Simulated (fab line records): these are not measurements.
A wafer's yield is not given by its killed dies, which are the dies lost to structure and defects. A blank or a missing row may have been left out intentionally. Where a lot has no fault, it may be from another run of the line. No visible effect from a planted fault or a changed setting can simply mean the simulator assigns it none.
Matching of chambers + flow sky130 + 4 sister chambers for SKY_FIELD_ISO_ETCH_17 on rie_si-01
The step etches Si in HBr/Cl2/O2, target depth 342 nm, time 97.7 s. 4 wafers are shown with their chamber, then 8 later ones without.

WAFERS WITH THEIR CHAMBER
| wafer  | chamber | drypump_motor_current_A (A) |
|--------|---------|-----------------------------|
| L233.4 | 0       | 5.7                         |
| L238.1 | 2       | 6.1                         |
| L238.2 | 3       | 5.9                         |
| L240.1 | 1       | 5.0                         |

WAFERS MISSING THEIR CHAMBER
| wafer  | drypump_motor_current_A (A) |
|--------|-----------------------------|
| L240.5 | 5.6                         |
| L240.6 | 6.0                         |
| L244.1 | 6.1                         |
| L244.4 | 5.6                         |
| L244.6 | 6.1                         |
| L245.1 | 6.1                         |
| L245.4 | 6.0                         |
| L245.6 | 6.0                         |

WHICH CHAMBER EACH ONE RAN IN
| wafer  | from the rows above     | in truth |
|--------|-------------------------|----------|
| L240.5 | 0                       | 0        |
| L240.6 | can't be placed: 2 or 3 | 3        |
| L244.1 | 2                       | 2        |
| L244.4 | 0                       | 0        |
| L244.6 | 2                       | 2        |
| L245.1 | 2                       | 2        |
| L245.4 | can't be placed: 2 or 3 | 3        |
| L245.6 | can't be placed: 2 or 3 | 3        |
Placed correctly: 5 of 8. These rows do not allow placing 3 (true chamber among the candidates in 3). Wrongly placed: 0.
How it was worked out, from the rows above alone: a wafer's distance from a chamber is the root of the sum, over the readings, of the square of ((its reading less the chamber's mean) divided by the reading's scatter). If the next closest chamber is less than 2 further off than the closest, the wafer can't be placed; otherwise it belongs to the closest. Each chamber's mean is taken over the wafers shown for it. The scatter: root of mean squared gap, hidden wafer to nearest shown wafer, with one shown wafer a chamber.
